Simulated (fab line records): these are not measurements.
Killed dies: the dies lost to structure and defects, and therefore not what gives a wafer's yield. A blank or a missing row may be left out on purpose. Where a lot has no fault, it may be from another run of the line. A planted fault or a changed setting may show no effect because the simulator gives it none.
fab line records    flow sky130
record lots=24  wafers=72  lastDay=50
route steps=708 shown VT_ADJUST_LVTN@115 SONOS_ONO@181 GATE_OXIDE@189 LDD_HVN@274 CONTACT@425 CAPM@551
lots with no fault: from the same line, run without faults
startH: hours from the record's opening day to when the first of the lot's shown wafers began    waitH: time in hours since the lot's previous step    " unchanged from the row above    L1.1+2: a row that stands for several wafers    - no value, or no start given    * or withheld: withheld    < > ~ a bound
route shown NAME@n: NAME is a module with steps in the file, n the number in the route of the first one    usual: mean and standard deviation over wafers with no fault    same: alike in all rows    chamber/n: place in a boat    sites: readings site by site    _std_site: standard deviation across them    _edge_site: inner sites' mean taken away from outer sites' mean    radiusMm: for every site, how far away it sits from the centre of the wafer    mask NAME#n: copy n    behind: the most recent tool/chamber to have shaped the wafer    hold: why the lot went on hold/how many hours it stayed there/how the hold came to an end    device: transistor that didn't switch, given as n, p or np    end of line: at the end of the route, the tests of the same wafers    a step without rows: its recipe alone    killed: dies lost to structure and defects at the first sort, not the wafer's yield    map: per-die view of a wafer (x killed, . not killed, _ where there is no die)
set.NAME: setting as actually run; set.NAME@STEP: the setting as run at that earlier step    model.NAME: the simulator's own value behind a step, which no gauge read
a sample of lots followed through the steps of the route, with each step as a table and each wafer as a row
services: from which hour (startH, from the record's first day; less than 0 if before it) a tool's chamber was out of use, for how many hours, and why
## steps
# step SKY_VT_ADJUST_LVTN_OVL_MEAS_18
# usual VT_ADJUST_LVTN_01_OVL=0.7/1.3
lot.wafer  tool        chamber  startH  waitH  VT_ADJUST_LVTN_01_OVL[nm]
L074.3     overlay-02  -        162.02  0.1    -0.5
L074.5     "           -        "       "      0.8
L074.6     "           -        "       "      0.8
L075.3     overlay-02  -        163.64  0.1    2.9
L075.5     "           -        "       "      2.7
L075.6     "           -        "       "      1.8
L076.2     overlay-02  -        171.09  0.1    0.9
L076.4     "           -        "       "      0.1
L076.6     "           -        "       "      0.5
L077.1     overlay-02  -        172.73  0.1    0.0
L077.4     "           -        "       "      2.0
L077.5     "           -        "       "      1.5
L078.1     overlay-02  -        178.78  0.1    -0.2
L078.4     "           -        "       "      -1.1
L078.5     "           -        "       "      0.7
L079.2     overlay-02  -        192.13  0.1    -0.2
L079.5     "           -        "       "      -0.2
L079.6     "           -        "       "      -0.5
L080.1     overlay-02  -        193.53  0.1    -1.5
L080.3     "           -        "       "      -0.2
L080.4     "           -        "       "      -0.9
L081.3     overlay-01  -        198.24  0.1    0.0
L081.4     "           -        "       "      -1.5
L081.6     "           -        "       "      1.3
L082.3     overlay-02  -        206.14  0.1    1.0
L082.4     "           -        "       "      -0.6
L082.6     "           -        "       "      1.3
L083.1     overlay-01  -        215.30  0.1    -0.2
L083.2     "           -        "       "      -0.7
L083.4     "           -        "       "      -0.1
L084.1     overlay-01  -        223.63  0.1    -4.2
L084.2     "           -        "       "      -1.3
L084.4     "           -        "       "      1.2
L085.1     overlay-01  -        228.83  0.1    -0.9
L085.4     "           -        "       "      -0.6
L085.5     "           -        "       "      -2.1
L086.2     overlay-02  -        236.89  0.1    1.1
L086.4     "           -        "       "      2.4
L086.5     "           -        "       "      -1.5
L087.1     overlay-01  -        242.50  0.1    2.1
L087.3     "           -        "       "      1.3
L087.5     "           -        "       "      1.1
L088.1     overlay-02  -        249.57  0.1    -0.5
L088.3     "           -        "       "      0.1
L088.4     "           -        "       "      0.0
L089.1     overlay-01  -        252.62  0.1    1.4
L089.4     "           -        "       "      1.0
L089.5     "           -        "       "      2.9
L090.1     overlay-01  -        261.85  0.1    -0.8
L090.4     "           -        "       "      -0.2
L090.5     "           -        "       "      0.6
L091.2     overlay-02  -        273.16  0.1    -0.9
L091.3     "           -        "       "      0.4
L091.4     "           -        "       "      0.1
L092.4     overlay-02  -        281.12  0.1    3.6
L092.5     "           -        "       "      2.0
L092.6     "           -        "       "      2.9
L097.1     overlay-01  -        328.18  0.1    1.3
L097.2     "           -        "       "      1.0
L097.4     "           -        "       "      1.5
L094.3     overlay-01  -        329.12  0.1    2.2
L094.4     "           -        "       "      2.3
L094.6     "           -        "       "      1.1
L095.1     overlay-01  -        329.73  0.1    0.6
L095.3     "           -        "       "      -0.4
L095.6     "           -        "       "      2.0
L096.2     overlay-02  -        330.39  0.1    0.4
L096.3     "           -        "       "      2.5
L096.4     "           -        "       "      0.6
L093.2     overlay-02  -        331.16  0.1    0.7
L093.5     "           -        "       "      1.1
L093.6     "           -        "       "      1.4
# step SKY_SONOS_ONO_CD_MEAS_13
# recipe targetCdNm=410
# usual cdNm=409.7/2.5
lot.wafer  tool      chamber  startH  waitH  cdNm
L074.3     cdSem-02  -        278.03  0.1    410.4
L074.5     "         -        "       "      411.2
L074.6     "         -        "       "      409.9
L075.3     cdSem-01  -        280.94  0.2    413.5
L075.5     "         -        "       "      413.9
L075.6     "         -        "       "      415.1
L076.2     cdSem-02  -        288.75  0.1    410.1
L076.4     "         -        "       "      410.5
L076.6     "         -        "       "      411.3
L077.1     cdSem-02  -        292.59  0.1    411.6
L077.4     "         -        "       "      408.9
L077.5     "         -        "       "      410.9
L078.1     cdSem-01  -        298.29  0.1    407.9
L078.4     "         -        "       "      406.6
L078.5     "         -        "       "      407.3
L079.2     cdSem-02  -        315.71  0.1    412.2
L079.5     "         -        "       "      408.9
L079.6     "         -        "       "      411.9
L080.1     cdSem-02  -        317.09  0.1    408.5
L080.3     "         -        "       "      406.6
L080.4     "         -        "       "      409.0
L081.3     cdSem-02  -        327.18  0.1    409.5
L081.4     "         -        "       "      409.9
L081.6     "         -        "       "      408.9
L082.3     cdSem-01  -        333.52  0.1    408.1
L082.4     "         -        "       "      407.0
L082.6     "         -        "       "      407.8
L083.1     cdSem-01  -        347.95  0.1    412.8
L083.2     "         -        "       "      410.8
L083.4     "         -        "       "      412.6
L084.1     cdSem-02  -        356.03  0.1    408.1
L084.2     "         -        "       "      408.3
L084.4     "         -        "       "      406.3
L085.1     cdSem-02  -        359.20  0.1    403.0
L085.4     "         -        "       "      405.3
L085.5     "         -        "       "      402.9
L086.2     cdSem-01  -        370.67  0.1    407.6
L086.4     "         -        "       "      410.6
L086.5     "         -        "       "      408.8
L087.1     cdSem-01  -        376.60  0.1    409.4
L087.3     "         -        "       "      409.1
L087.5     "         -        "       "      406.8
L088.1     cdSem-01  -        385.28  0.1    406.6
L088.3     "         -        "       "      408.2
L088.4     "         -        "       "      408.7
L089.1     cdSem-02  -        392.05  0.1    410.4
L089.4     "         -        "       "      407.8
L089.5     "         -        "       "      408.1
L090.1     cdSem-01  -        399.88  0.1    409.1
L090.4     "         -        "       "      408.3
L090.5     "         -        "       "      408.2
L091.2     cdSem-02  -        415.31  0.1    408.9
L091.3     "         -        "       "      408.8
L091.4     "         -        "       "      408.6
L092.4     cdSem-02  -        425.86  0.1    409.6
L092.5     "         -        "       "      411.1
L092.6     "         -        "       "      407.1
L097.1     cdSem-01  -        477.84  0.1    412.1
L097.2     "         -        "       "      410.2
L097.4     "         -        "       "      410.5
L094.3     cdSem-02  -        480.68  0.1    412.4
L094.4     "         -        "       "      412.3
L094.6     "         -        "       "      411.1
L095.1     cdSem-01  -        483.80  0.1    414.5
L095.3     "         -        "       "      413.6
L095.6     "         -        "       "      412.8
L093.2     cdSem-02  -        484.12  0.1    411.0
L093.5     "         -        "       "      413.2
L093.6     "         -        "       "      410.7
L096.2     cdSem-02  -        485.91  0.1    410.3
L096.3     "         -        "       "      412.3
L096.4     "         -        "       "      411.5
# step SKY_GATE_OXIDE_THK_MEAS_02
# recipe reads=SiO2_of_GATE_OXIDE_OXIDATION_01
# usual GATE_OXIDE_OXIDATION_00_THK=10.29/0.17
lot.wafer  tool          chamber  startH  waitH  GATE_OXIDE_OXIDATION_00_THK[nm]
L074.3     filmMetro-01  -        279.89  0.0    10.35
L074.5     "             -        "       "      10.22
L074.6     "             -        "       "      10.26
L075.3     filmMetro-01  -        283.98  0.0    10.40
L075.5     "             -        "       "      10.50
L075.6     "             -        "       "      10.55
L076.2     filmMetro-01  -        290.73  0.0    10.69
L076.4     "             -        "       "      10.60
L076.6     "             -        "       "      10.31
L077.1     filmMetro-03  -        299.09  0.0    10.49
L077.4     "             -        "       "      10.45
L077.5     "             -        "       "      10.27
L078.1     filmMetro-01  -        303.26  0.0    10.12
L078.4     "             -        "       "      10.06
L078.5     "             -        "       "      10.12
L079.2     filmMetro-01  -        318.96  0.0    10.01
L079.5     "             -        "       "      10.20
L079.6     "             -        "       "      10.23
L080.1     filmMetro-03  -        320.36  0.0    10.41
L080.3     "             -        "       "      10.41
L080.4     "             -        "       "      10.42
L081.3     filmMetro-01  -        329.04  0.0    10.01
L081.4     "             -        "       "      9.96
L081.6     "             -        "       "      9.82
L082.3     filmMetro-01  -        335.40  0.0    10.14
L082.4     "             -        "       "      10.19
L082.6     "             -        "       "      10.14
L083.1     filmMetro-01  -        350.15  0.0    10.76
L083.2     "             -        "       "      10.62
L083.4     "             -        "       "      10.64
L084.1     filmMetro-01  -        359.74  0.0    10.33
L084.2     "             -        "       "      10.28
L084.4     "             -        "       "      10.34
L085.1     filmMetro-03  -        362.28  0.0    10.26
L085.4     "             -        "       "      10.35
L085.5     "             -        "       "      10.09
L086.2     filmMetro-01  -        372.60  0.0    10.26
L086.4     "             -        "       "      10.41
L086.5     "             -        "       "      10.41
L087.1     filmMetro-01  -        378.49  0.0    10.40
L087.3     "             -        "       "      10.18
L087.5     "             -        "       "      10.25
L088.1     filmMetro-03  -        387.49  0.0    10.18
L088.3     "             -        "       "      10.39
L088.4     "             -        "       "      10.20
L089.1     filmMetro-01  -        396.24  0.0    10.38
L089.4     "             -        "       "      10.52
L089.5     "             -        "       "      10.38
L090.1     filmMetro-03  -        402.83  0.0    10.18
L090.4     "             -        "       "      10.35
L090.5     "             -        "       "      10.15
L091.2     filmMetro-01  -        417.18  0.0    10.37
L091.3     "             -        "       "      10.36
L091.4     "             -        "       "      10.05
L092.4     filmMetro-01  -        428.07  0.0    10.12
L092.5     "             -        "       "      9.89
L092.6     "             -        "       "      9.98
L097.1     filmMetro-02  -        479.71  0.0    10.48
L097.2     "             -        "       "      10.38
L097.4     "             -        "       "      10.46
L094.3     filmMetro-01  -        482.55  0.0    10.28
L094.4     "             -        "       "      10.20
L094.6     "             -        "       "      10.23
L095.1     filmMetro-01  -        485.82  0.0    10.01
L095.3     "             -        "       "      10.11
L095.6     "             -        "       "      10.24
L093.2     filmMetro-02  -        486.00  0.0    10.33
L093.5     "             -        "       "      10.28
L093.6     "             -        "       "      10.05
L096.2     filmMetro-02  -        487.78  0.0    10.23
L096.3     "             -        "       "      10.32
L096.4     "             -        "       "      10.25
# step SKY_LDD_HVN_OVL_MEAS_07
# usual LDD_HVN_OVL=-0.2/1.3
lot.wafer  tool        chamber  startH  waitH  LDD_HVN_OVL[nm]
L074.3     overlay-02  -        456.65  0.1    -0.4
L074.5     "           -        "       "      0.3
L074.6     "           -        "       "      0.0
L075.3     overlay-02  -        463.68  0.1    -2.3
L075.5     "           -        "       "      1.4
L075.6     "           -        "       "      -2.3
L076.2     overlay-02  -        468.24  0.1    -1.4
L076.4     "           -        "       "      -3.3
L076.6     "           -        "       "      -1.8
L077.1     overlay-01  -        480.97  0.1    0.0
L077.4     "           -        "       "      0.4
L077.5     "           -        "       "      0.2
L078.1     overlay-02  -        489.00  0.1    -1.3
L078.4     "           -        "       "      -2.8
L078.5     "           -        "       "      -1.9
L079.2     overlay-01  -        507.69  0.1    0.7
L079.5     "           -        "       "      -0.3
L079.6     "           -        "       "      -1.7
L080.1     overlay-02  -        508.02  0.1    0.5
L080.3     "           -        "       "      2.0
L080.4     "           -        "       "      -1.3
L081.3     overlay-01  -        516.48  0.1    0.4
L081.4     "           -        "       "      -0.5
L081.6     "           -        "       "      -0.2
L082.3     overlay-02  -        525.36  0.1    -1.7
L082.4     "           -        "       "      -1.6
L082.6     "           -        "       "      -3.7
L083.1     overlay-01  -        539.24  0.1    -0.7
L083.2     "           -        "       "      2.2
L083.4     "           -        "       "      -0.2
L084.1     overlay-01  -        552.87  0.1    0.3
L084.2     "           -        "       "      1.1
L084.4     "           -        "       "      0.6
L085.1     overlay-01  -        554.09  0.1    -1.6
L085.4     "           -        "       "      0.5
L085.5     "           -        "       "      0.0
L086.2     overlay-01  -        562.06  0.1    1.1
L086.4     "           -        "       "      -0.9
L086.5     "           -        "       "      0.6
L087.1     overlay-02  -        568.59  0.1    -1.0
L087.3     "           -        "       "      -1.1
L087.5     "           -        "       "      -1.4
L088.1     overlay-01  -        578.30  0.1    -0.4
L088.3     "           -        "       "      -0.9
L088.4     "           -        "       "      -1.5
L089.1     overlay-01  -        588.04  0.1    2.8
L089.4     "           -        "       "      0.8
L089.5     "           -        "       "      1.7
L090.1     overlay-01  -        591.52  0.1    -0.8
L090.4     "           -        "       "      -0.6
L090.5     "           -        "       "      -0.8
L091.2     overlay-02  -        608.24  0.1    0.6
L091.3     "           -        "       "      -0.1
L091.4     "           -        "       "      1.4
L092.4     overlay-01  -        623.74  0.1    0.8
L092.5     "           -        "       "      -0.1
L092.6     "           -        "       "      0.3
L097.1     overlay-01  -        666.94  0.1    -2.4
L097.2     "           -        "       "      -0.1
L097.4     "           -        "       "      -0.8
L094.3     overlay-01  -        668.15  0.1    1.4
L094.4     "           -        "       "      -0.8
L094.6     "           -        "       "      -1.4
L095.1     overlay-01  -        669.09  0.1    0.8
L095.3     "           -        "       "      -0.7
L095.6     "           -        "       "      0.3
L093.2     overlay-02  -        670.04  0.1    -0.2
L093.5     "           -        "       "      -0.3
L093.6     "           -        "       "      -0.9
L096.2     overlay-01  -        675.61  0.1    -1.1
L096.3     "           -        "       "      -0.3
L096.4     "           -        "       "      -1.4
# step SKY_CONTACT_STRIP_19
# recipe chemistry=O2/N2  powerW=1400  pressureMtorr=1500  platenTempC=withheld  o2FlowSccm=3000  n2FlowSccm=300  overashFraction=0.5
# usual drypumpMotorCurrentA=6.0/0.62  oesProductAu=0.380/0.0053  stripTimeToEndpointS=3.62/0.041
lot.wafer  tool            chamber  startH  waitH  drypumpMotorCurrentA  oesProductAu  rfHoursCounterH  stripTimeToEndpointS
L074.3     plasmaAsher-04  1        728.07  -      5.3                   0.386         -                3.59
L074.5     "               1        "       "      5.3                   0.388         -                3.63
L074.6     "               0        "       "      6.5                   0.380         -                3.61
L075.3     plasmaAsher-03  1        734.74  -      5.5                   0.382         -                3.60
L075.5     "               0        "       "      6.6                   0.376         -                3.58
L075.6     "               1        "       "      5.5                   0.380         -                3.60
L076.2     plasmaAsher-03  0        738.14  -      6.6                   0.376         91               3.58
L076.4     "               0        "       "      6.6                   0.389         -                3.64
L076.6     "               1        "       "      5.5                   0.382         -                3.65
L077.1     plasmaAsher-02  1        750.91  -      6.5                   0.380         31               3.64
L077.4     "               0        "       "      5.2                   0.371         -                3.60
L077.5     "               0        "       "      5.2                   0.377         -                3.57
L078.1     plasmaAsher-03  0        757.12  -      6.7                   0.381         93               3.59
L078.4     "               1        "       "      5.5                   0.387         -                3.66
L078.5     "               1        "       "      5.5                   0.370         -                3.60
L079.2     plasmaAsher-03  1        771.39  -      5.4                   0.380         94               3.66
L079.5     "               1        "       "      5.5                   0.385         -                3.63
L079.6     "               0        "       "      6.7                   0.382         -                3.60
L080.1     plasmaAsher-04  1        775.01  -      5.3                   0.376         65               3.61
L080.3     "               1        "       "      5.3                   0.375         -                3.60
L080.4     "               0        "       "      6.5                   0.377         -                3.60
L081.3     plasmaAsher-02  1        782.94  -      6.5                   0.377         -                3.61
L081.4     "               0        "       "      5.2                   0.388         -                3.65
L081.6     "               1        "       "      6.6                   0.382         -                3.64
L082.3     plasmaAsher-03  1        790.05  -      5.5                   0.385         -                3.63
L082.4     "               0        "       "      6.6                   0.377         -                3.58
L082.6     "               0        "       "      6.6                   0.387         -                3.63
L083.1     plasmaAsher-02  1        804.37  -      6.5                   0.376         36               3.59
L083.2     "               0        "       "      5.2                   0.381         36               3.57
L083.4     "               1        "       "      6.5                   0.376         -                3.67
L084.1     plasmaAsher-04  0        813.02  -      6.5                   0.372         69               3.63
L084.2     "               1        "       "      5.4                   0.381         69               3.62
L084.4     "               1        "       "      5.3                   0.377         -                3.54
L085.1     plasmaAsher-04  1        814.41  -      5.3                   0.385         69               3.59
L085.4     "               0        "       "      6.5                   0.381         -                3.68
L085.5     "               1        "       "      5.3                   0.369         -                3.58
L086.2     plasmaAsher-03  0        822.62  -      6.7                   0.381         99               3.62
L086.4     "               1        "       "      5.5                   0.381         -                3.63
L086.5     "               1        "       "      5.5                   0.382         -                3.66
L087.1     plasmaAsher-02  1        825.99  -      6.5                   0.385         39               3.61
L087.3     "               0        "       "      5.2                   0.384         -                3.64
L087.5     "               1        "       "      6.5                   0.377         -                3.57
L088.1     plasmaAsher-03  0        836.36  -      6.6                   0.383         101              3.62
L088.3     "               0        "       "      6.6                   0.379         -                3.55
L088.4     "               1        "       "      5.4                   0.377         -                3.65
L089.1     plasmaAsher-02  0        846.02  -      5.2                   0.383         41               3.62
L089.4     "               1        "       "      6.6                   0.375         -                3.63
L089.5     "               1        "       "      6.6                   0.379         -                3.56
L090.1     plasmaAsher-02  0        852.56  -      5.2                   0.383         42               3.66
L090.4     "               1        "       "      6.5                   0.385         -                3.59
L090.5     "               1        "       "      6.5                   0.375         -                3.64
L091.2     plasmaAsher-04  0        861.86  -      6.5                   0.379         71               3.62
L091.3     "               0        "       "      6.5                   0.385         -                3.63
L091.4     "               1        "       "      5.3                   0.383         -                3.64
L092.4     plasmaAsher-04  0        875.55  -      6.5                   0.373         -                3.64
L092.5     "               1        "       "      5.3                   0.368         -                3.50
L092.6     "               0        "       "      6.5                   0.381         -                3.66
L094.3     plasmaAsher-03  0        915.83  -      6.6                   0.367         -                3.54
L094.4     "               1        "       "      5.5                   0.377         -                3.62
L094.6     "               1        "       "      5.5                   0.378         -                3.68
L097.1     plasmaAsher-04  0        916.14  -      6.5                   0.378         76               3.66
L097.2     "               1        "       "      5.3                   0.372         76               3.56
L097.4     "               0        "       "      6.5                   0.377         -                3.67
L095.1     plasmaAsher-03  1        917.47  -      5.5                   0.378         109              3.64
L095.3     "               0        "       "      6.7                   0.380         -                3.69
L095.6     "               0        "       "      6.7                   0.375         -                3.65
L093.2     plasmaAsher-03  0        919.56  -      6.7                   0.391         109              3.63
L093.5     "               1        "       "      5.5                   0.381         -                3.58
L093.6     "               0        "       "      6.7                   0.388         -                3.66
L096.2     plasmaAsher-04  0        923.13  -      6.5                   0.377         77               3.61
L096.3     "               0        "       "      6.5                   0.378         -                3.60
L096.4     "               1        "       "      5.4                   0.377         -                3.64
# step SKY_CAPM_STRIP_14
# recipe chemistry=O2/N2  powerW=1400  pressureMtorr=1500  platenTempC=withheld  o2FlowSccm=3000  n2FlowSccm=300  overashFraction=0.5
# usual drypumpMotorCurrentA=6.0/0.53  oesProductAu=0.710/0.0045  stripTimeToEndpointS=12.66/0.04
lot.wafer  tool            chamber  startH   waitH  drypumpMotorCurrentA  oesProductAu  rfHoursCounterH  stripTimeToEndpointS
L074.3     plasmaAsher-02  1        868.98   0.1    6.5                   0.707         -                12.60
L074.5     "               1        "        "      6.5                   0.705         -                12.62
L074.6     "               0        "        "      5.2                   0.710         -                12.62
L075.3     plasmaAsher-02  0        875.25   0.1    5.2                   0.705         -                12.70
L075.5     "               0        "        "      5.2                   0.704         -                12.66
L075.6     "               1        "        "      6.5                   0.712         -                12.63
L076.2     plasmaAsher-03  0        879.62   0.1    6.7                   0.705         106              12.65
L076.4     "               1        "        "      5.5                   0.716         -                12.61
L076.6     "               0        "        "      6.8                   0.715         -                12.63
L077.1     plasmaAsher-01  0        891.12   0.1    5.8                   0.708         15               12.67
L077.4     "               1        "        "      6.5                   0.714         -                12.73
L077.5     "               0        "        "      5.8                   0.711         -                12.63
L078.1     plasmaAsher-01  1        896.45   0.1    6.5                   0.712         16               12.67
L078.4     "               0        "        "      5.8                   0.707         -                12.61
L078.5     "               0        "        "      5.8                   0.708         -                12.62
L079.2     plasmaAsher-01  1        910.50   0.1    6.4                   0.707         17               12.62
L079.5     "               0        "        "      5.8                   0.707         -                12.66
L079.6     "               1        "        "      6.5                   0.701         -                12.56
L080.1     plasmaAsher-02  1        912.50   0.1    6.6                   0.710         48               12.67
L080.3     "               1        "        "      6.6                   0.704         -                12.67
L080.4     "               0        "        "      5.2                   0.704         -                12.65
L081.3     plasmaAsher-01  1        921.08   0.1    6.5                   0.703         -                12.59
L081.4     "               0        "        "      5.8                   0.710         -                12.62
L081.6     "               1        "        "      6.5                   0.714         -                12.56
L082.3     plasmaAsher-01  1        926.08   0.1    6.5                   0.708         -                12.68
L082.4     "               0        "        "      5.8                   0.707         -                12.68
L082.6     "               1        "        "      6.5                   0.709         -                12.69
L083.1     plasmaAsher-03  0        941.02   0.1    6.7                   0.704         112              12.68
L083.2     "               1        "        "      5.5                   0.718         112              12.67
L083.4     "               0        "        "      6.7                   0.713         -                12.65
L084.1     plasmaAsher-01  1        949.95   0.1    6.5                   0.711         22               12.69
L084.2     "               0        "        "      5.8                   0.706         22               12.74
L084.4     "               0        "        "      5.8                   0.715         -                12.68
L085.1     plasmaAsher-01  0        951.20   0.1    5.8                   0.713         22               12.67
L085.4     "               1        "        "      6.4                   0.714         -                12.67
L085.5     "               0        "        "      5.8                   0.719         -                12.63
L086.2     plasmaAsher-01  0        956.85   0.1    5.8                   0.714         23               12.62
L086.4     "               1        "        "      6.5                   0.706         -                12.62
L086.5     "               1        "        "      6.5                   0.710         -                12.60
L087.1     plasmaAsher-01  1        961.77   0.1    6.5                   0.710         24               12.68
L087.3     "               1        "        "      6.5                   0.710         -                12.69
L087.5     "               0        "        "      5.8                   0.702         -                12.68
L088.1     plasmaAsher-03  0        970.85   0.1    6.6                   0.714         116              12.66
L088.3     "               0        "        "      6.6                   0.712         -                12.77
L088.4     "               1        "        "      5.5                   0.707         -                12.68
L089.1     plasmaAsher-01  0        979.45   0.1    5.8                   0.712         26               12.67
L089.4     "               1        "        "      6.5                   0.706         -                12.69
L089.5     "               0        "        "      5.8                   0.707         -                12.63
L090.1     plasmaAsher-03  0        986.22   0.1    6.7                   0.715         117              12.65
L090.4     "               1        "        "      5.5                   0.709         -                12.66
L090.5     "               0        "        "      6.7                   0.707         -                12.64
L091.2     plasmaAsher-02  0        992.30   0.1    5.2                   0.715         51               12.66
L091.3     "               0        "        "      5.2                   0.709         -                12.61
L091.4     "               1        "        "      6.6                   0.712         -                12.62
L092.4     plasmaAsher-03  0        1005.35  0.1    6.7                   0.706         -                12.71
L092.5     "               0        "        "      6.6                   0.714         -                12.66
L092.6     "               1        "        "      5.5                   0.718         -                12.71
L094.3     plasmaAsher-02  0        1042.03  0.1    5.2                   0.717         -                12.66
L094.4     "               1        "        "      6.5                   0.710         -                12.61
L094.6     "               0        "        "      5.2                   0.708         -                12.68
L097.1     plasmaAsher-03  1        1043.20  0.1    5.5                   0.709         123              12.65
L097.2     "               0        "        "      6.7                   0.703         123              12.62
L097.4     "               1        "        "      5.5                   0.706         -                12.67
L095.1     plasmaAsher-02  1        1043.85  0.1    6.6                   0.708         56               12.69
L095.3     "               1        "        "      6.5                   0.719         -                12.62
L095.6     "               0        "        "      5.2                   0.713         -                12.71
L093.2     plasmaAsher-02  1        1045.72  0.1    6.5                   0.712         57               12.63
L093.5     "               0        "        "      5.2                   0.710         -                12.64
L093.6     "               1        "        "      6.5                   0.710         -                12.71
L096.2     plasmaAsher-01  1        1049.55  0.1    6.5                   0.706         33               12.71
L096.3     "               0        "        "      5.8                   0.712         -                12.69
L096.4     "               1        "        "      6.5                   0.712         -                12.67
## services
tool            chamber  startH  hours  kind
plasmaAsher-01  -        733.75  9.0    pm
plasmaAsher-01  0        733.75  9.0    ventCycle
plasmaAsher-01  1        733.75  9.0    ventCycle
plasmaAsher-01  0        742.75  -      clean
plasmaAsher-01  1        742.75  -      clean
plasmaAsher-04  -        822.83  26.3   repair
plasmaAsher-03  -        823.49  0.8    repair
plasmaAsher-04  -        830.65  1.9    repair
plasmaAsher-04  -        849.17  2.8    pm
plasmaAsher-02  -        899.09  0.3    repair
plasmaAsher-03  -        908.79  4.1    repair
plasmaAsher-02  -        918.99  50.4   repair
plasmaAsher-03  -        950.21  2.2    repair
plasmaAsher-02  -        952.40  1.0    repair
## key
fault none
